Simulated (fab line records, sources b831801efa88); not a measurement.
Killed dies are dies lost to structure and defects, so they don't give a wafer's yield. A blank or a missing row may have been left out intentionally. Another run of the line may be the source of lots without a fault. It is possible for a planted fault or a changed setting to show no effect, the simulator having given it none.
Problem report in the 8D (eight disciplines) form, filled by code ; flow gf180mcu ; the parts of the form that need people (team, actions taken, sign-off) are left out

== 1. WHAT WENT WRONG ==
Wafers free of any fault read 446 nm (standard deviation 5) for M4_ALCU_THK at GF_M4_THK_MEAS_06, against a mean of 468 nm on 2 wafers of 2 lots. That puts it +4.5 standard deviations away from the usual mean.
The step: measures by xrf.
The first sign was on wafer L658.3 at day 28 16:19, on film metro-04. Wafers with a number at this step in the record: 36, from 12 lots. Rule for "out" (also "out of limits"): further than 4 standard deviations from the usual mean. All remaining wafers that have a number are taken as sound.

== 2. WHAT IT IS, AND WHAT IT ISN'T ==
question;is;is not
which readings at this step;M4_ALCU_THK;-
which lots;L658, L663;L647, L648, L649, L651, L652, L655, L656, L662, L667, L668
which wafers of those lots;L658.3, L663.6;L658.2, L658.4, L663.4, L663.5
read on which gauges;film metro-01, film metro-04;film metro-02
when;from day 28 16:19;"up to then (23 sound wafers); but 11 sound wafers of L662, L663, L667, L668 came after"

== 3. SUSPECTS, AND WHAT RULES EACH OUT ==
Counting: any tool at a process step up to the reading remains a suspect provided it ran every lot that is out. Sound lots after the first of them don't rule it out here, since some wafers of a struck lot are sound.
- the gauge at GF_M4_THK_MEAS_06 has been ruled out. Those wafers that are out were read across 2 gauges (film metro-01, film metro-04).
- plasma asher-01 at GF_V3_STRIP_18 (strips in O2/N2): kept. Every lot that is out went through it, the first being L658 (day 28 14:44); the last sound lot it ran before that was L655 (day 27 21:13).
- cvd w-02 at GF_V3_CVD_23 (deposits W, target thk 350 nm, time 104.9 s): kept. Every lot that is out went through it, the first being L658 (day 28 15:23); the last sound lot it ran before that was L656 (day 28 05:09).
- pvd sputter-03 at GF_M4_SPUTTER_04 (material TiN, target thk 50 nm, time 41.7 s): kept. Every lot that is out went through it, the first being L658 (day 28 16:09); the last sound lot it ran before that was L656 (day 28 05:56).
After the count, these remain: plasma asher-01 at GF_V3_STRIP_18, cvd w-02 at GF_V3_CVD_23 and pvd sputter-03 at GF_M4_SPUTTER_04.

== 4. THE CAUSE (what the simulator had put in) ==
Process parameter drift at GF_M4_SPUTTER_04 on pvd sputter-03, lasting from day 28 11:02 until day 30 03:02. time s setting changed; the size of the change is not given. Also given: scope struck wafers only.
Counting left 3 suspects, and this tool is among them.

== 5. THE EFFECT CHAIN, in route order ==
Rows list readings where the struck wafers' mean (over those with a number) sits beyond 3 standard deviations from the usual. Only readings for which the record gives a usual standard deviation are gone through. hours: the time from each lot's start at the first step in this table that gives one to its start at this step, as a median over the lots. sigmas: the change in usual standard deviations.
hours;step;reading;usual;on struck wafers;change;sigmas
0;GF_M4_THK_MEAS_06;M4_ALCU_THK;446 nm;468;+22;+4.5

== 6. WHAT WOULD HAVE CAUGHT IT SOONER ==
Counted from the fault's start at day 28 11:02, it took 5 hours until the first out-of-limits reading at a measuring or inspecting step in this record, taken at day 28 16:19.
Of the tool readings at GF_M4_SPUTTER_04 for which the record gives a usual standard deviation, none was out on any struck wafer, so an alarm limit of 4 standard deviations on them would not have fired.
L663, from the lots that are out (2), started GF_M4_SPUTTER_04 on pvd sputter-03 later than day 28 16:19. Putting the tool on hold at that point would have spared it.
